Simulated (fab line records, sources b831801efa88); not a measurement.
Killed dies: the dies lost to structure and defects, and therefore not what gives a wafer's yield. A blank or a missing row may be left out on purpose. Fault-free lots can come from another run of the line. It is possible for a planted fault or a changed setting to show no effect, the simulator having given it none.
The tool behind it: which one? + flow gf180mcu + 39 wafers sampled from 13 lots at 1 step of a route of 602

WHAT EACH GAUGE READ, for each wafer
GF_M5_CD_MEAS_07 targets a cd of 280 nm. Usual: cdNm 280.2 nm, standard deviation 1.2.
| lot  | measured     | on       | cdNm (nm)         | flag |
|------|--------------|----------|-------------------|------|
| L188 | day 26 02:38 | cdSem-01 | 279.6 278.2 280.1 |      |
| L189 | day 26 10:01 | cdSem-01 | 279.8 280.5 279.6 |      |
| L190 | day 27 02:08 | cdSem-01 | 279.4 279.4 278.2 |      |
| L191 | day 27 03:30 | cdSem-01 | 280.2 281.7 282.1 |      |
| L193 | day 28 01:35 | cdSem-02 | 282.0 281.9 281.5 |      |
| L194 | day 28 05:05 | cdSem-01 | 278.8 278.4 279.6 |      |
| L199 | day 30 08:38 | cdSem-02 | 279.4 279.8 280.7 |      |
| L201 | day 30 19:05 | cdSem-02 | 281.1 280.8 281.2 |      |
| L204 | day 31 22:08 | cdSem-02 | 280.6 281.6 280.3 |      |
| L206 | day 32 04:32 | cdSem-01 | 279.6 280.7 280.6 |      |
| L207 | day 32 08:44 | cdSem-01 | 280.7 279.2 280.3 |      |
| L209 | day 32 13:02 | cdSem-01 | 282.2 281.3 281.4 |      |
| L210 | day 33 02:49 | cdSem-01 | 279.2 278.6 278.9 |      |

TOOL THAT RAN EACH LOT (tool first, then ch and the chambers of the sampled wafers, then the start)
The record holds no process step before these readings.

WHAT THE TOOLS THEMSELVES READ (means of the sampled wafers that have a number; where no wafer has one, the mark that the record gives instead)
The record holds no such reading with a usual standard deviation.

THE ANSWER, worked out from the rows above alone
Rule: a lot counts as off when the mean over its wafers that have a number is more than 3 standard deviations away from the usual mean. Also off: a lot with no number at a reading for which 4 or more lots have one. All remaining lots with rows at the step are treated as sound. After the gauges, taken in route order, come the tools' own readings; for these a lot's mean is taken, as printed above. The first step at which some lot is off is used, and at that step the reading that is off furthest; a lot without a number counts as furthest.
Across all readings shown, no lot is off: no conclusion can be drawn from this.

WHAT THE SIMULATOR HAD INSERTED
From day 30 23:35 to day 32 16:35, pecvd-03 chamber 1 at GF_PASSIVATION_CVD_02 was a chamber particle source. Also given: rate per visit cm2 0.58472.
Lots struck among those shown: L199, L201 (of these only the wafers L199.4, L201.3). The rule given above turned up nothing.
